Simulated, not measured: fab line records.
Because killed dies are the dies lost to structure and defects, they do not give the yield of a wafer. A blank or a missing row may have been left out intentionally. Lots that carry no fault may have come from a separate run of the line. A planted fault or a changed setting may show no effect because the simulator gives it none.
Split-lot trial / flow gf180mcu / 5 lots, 23 wafers read, on a route of 602 steps

THE SPLIT ITSELF
At GF_V3_CVD_02 (deposits SiO2 from TEOS, target thk 850 nm, time 94.851 s), the setting timeS was moved away from the recipe's 94.851 s on 10 of the 23 wafers read, by -14.1% to +13.9%. For the rest of the wafers, this setting stayed at what the recipe calls for.

There is no step in the file separating the split from the reading.

THE READING
V3_CVD_02_THK in nanometres, read at GF_V3_THK_MEAS_03. Typical for fault-free wafers on this fab line: 854 nm, with standard deviation 12 nm.

wafer=L076.3; tool, chamber at the split=pecvd-02, 1; timeS as run, s=94.851; against the recipe=recipe; V3_CVD_02_THK, nm=847; against lot-mates on the recipe=-
wafer=L076.4; tool, chamber at the split=pecvd-02, 2; timeS as run, s=94.851; against the recipe=recipe; V3_CVD_02_THK, nm=862; against lot-mates on the recipe=-
wafer=L076.6; tool, chamber at the split=pecvd-02, 0; timeS as run, s=94.851; against the recipe=recipe; V3_CVD_02_THK, nm=851; against lot-mates on the recipe=-
wafer=L078.1; tool, chamber at the split=pecvd-01, 2; timeS as run, s=100.1; against the recipe=+5.5%; V3_CVD_02_THK, nm=886; against lot-mates on the recipe=+38
wafer=L078.2; tool, chamber at the split=pecvd-01, 1; timeS as run, s=100.1; against the recipe=+5.5%; V3_CVD_02_THK, nm=892; against lot-mates on the recipe=+44
wafer=L078.4; tool, chamber at the split=pecvd-01, 0,2; timeS as run, s=94.851; against the recipe=recipe; V3_CVD_02_THK, nm=849; against lot-mates on the recipe=-
wafer=L078.5; tool, chamber at the split=pecvd-01, 0,2; timeS as run, s=94.851; against the recipe=recipe; V3_CVD_02_THK, nm=848; against lot-mates on the recipe=-
wafer=L078.6; tool, chamber at the split=pecvd-01, 1; timeS as run, s=100.1; against the recipe=+5.5%; V3_CVD_02_THK, nm=914; against lot-mates on the recipe=+66
wafer=L079.1; tool, chamber at the split=pecvd-02, 1; timeS as run, s=94.851; against the recipe=recipe; V3_CVD_02_THK, nm=863; against lot-mates on the recipe=-
wafer=L079.2; tool, chamber at the split=pecvd-02, 2; timeS as run, s=94.851; against the recipe=recipe; V3_CVD_02_THK, nm=863; against lot-mates on the recipe=-
wafer=L079.3; tool, chamber at the split=pecvd-02, 0; timeS as run, s=108; against the recipe=+13.9%; V3_CVD_02_THK, nm=960; against lot-mates on the recipe=+97
wafer=L079.4; tool, chamber at the split=pecvd-02, 0; timeS as run, s=108; against the recipe=+13.9%; V3_CVD_02_THK, nm=983; against lot-mates on the recipe=+120
wafer=L079.6; tool, chamber at the split=pecvd-02, 1; timeS as run, s=108; against the recipe=+13.9%; V3_CVD_02_THK, nm=994; against lot-mates on the recipe=+131
wafer=L080.1; tool, chamber at the split=pecvd-02, 1; timeS as run, s=94.851; against the recipe=recipe; V3_CVD_02_THK, nm=842; against lot-mates on the recipe=-
wafer=L080.2; tool, chamber at the split=pecvd-02, 0; timeS as run, s=94.851; against the recipe=recipe; V3_CVD_02_THK, nm=822; against lot-mates on the recipe=-
wafer=L080.4; tool, chamber at the split=pecvd-02, 2; timeS as run, s=94.851; against the recipe=recipe; V3_CVD_02_THK, nm=852; against lot-mates on the recipe=-
wafer=L080.5; tool, chamber at the split=pecvd-02, 0; timeS as run, s=81.47; against the recipe=-14.1%; V3_CVD_02_THK, nm=712; against lot-mates on the recipe=-127
wafer=L080.6; tool, chamber at the split=pecvd-02, 1; timeS as run, s=81.47; against the recipe=-14.1%; V3_CVD_02_THK, nm=736; against lot-mates on the recipe=-103
wafer=L083.1; tool, chamber at the split=pecvd-01, 0; timeS as run, s=94.851; against the recipe=recipe; V3_CVD_02_THK, nm=851; against lot-mates on the recipe=-
wafer=L083.2; tool, chamber at the split=pecvd-01, 2; timeS as run, s=107.2; against the recipe=+13.0%; V3_CVD_02_THK, nm=955; against lot-mates on the recipe=+102
wafer=L083.3; tool, chamber at the split=pecvd-01, 1; timeS as run, s=94.851; against the recipe=recipe; V3_CVD_02_THK, nm=848; against lot-mates on the recipe=-
wafer=L083.5; tool, chamber at the split=pecvd-01, 2; timeS as run, s=94.851; against the recipe=recipe; V3_CVD_02_THK, nm=860; against lot-mates on the recipe=-
wafer=L083.6; tool, chamber at the split=pecvd-01, 0; timeS as run, s=107.2; against the recipe=+13.0%; V3_CVD_02_THK, nm=974; against lot-mates on the recipe=+121
When a row names more than one chamber, that row covers several wafers, and the file does not tell which wafer ran in which chamber.

THE FIT
A straight line over all 23 wafers: V3_CVD_02_THK changes by +9.01 nm for each +1% of timeS; r = +0.99; the points scatter about the line by 12 nm.
The same after taking each lot's own level away (the mean of its wafers on the recipe; 23 wafers): +8.34 nm for each +1%; r = +0.99; scatter 10 nm.
Per that fit: largest timeS move, reading shift of 1.2e+02 nm.
Measured against the standard deviation above, the lots' own levels, which go from 838.7 to 863.0 nm, span 2.0 times it.
So the lot-to-lot level changes the slope little: the two slopes agree.
Check: with one of the wafers moved furthest among these (-14.1%) left out of the fit, the line predicts -113 nm for it against its lot-mates. Against them it came out at -127 nm.

THE WHOLE CHAIN: every reading that the file lists as answering this split, in the file's order
step=GF_V3_CVD_02; what it does=deposits SiO2 from TEOS, target thk 850 nm, time 94.851 s; reading=SiO2_of_V3_CVD_02.thkNm (the simulator's own value, which no gauge read); change (the file's fit)=+8.38 nm for each +1% of the setting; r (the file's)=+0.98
step=GF_V3_THK_MEAS_03; what it does=; reading=V3_CVD_02_THK; change (the file's fit)=+8.37 for each +1% of the setting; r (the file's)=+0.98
step=GF_V3_CMP_04; what it does=polishes SiO2; reading=timeToEndpointS; change (the file's fit)=withheld for each +1% of the setting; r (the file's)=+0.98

THE FILE'S OWN FIT
V3_CVD_02_THK changes by +8.37 nm for each +1% of timeS, r = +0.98.
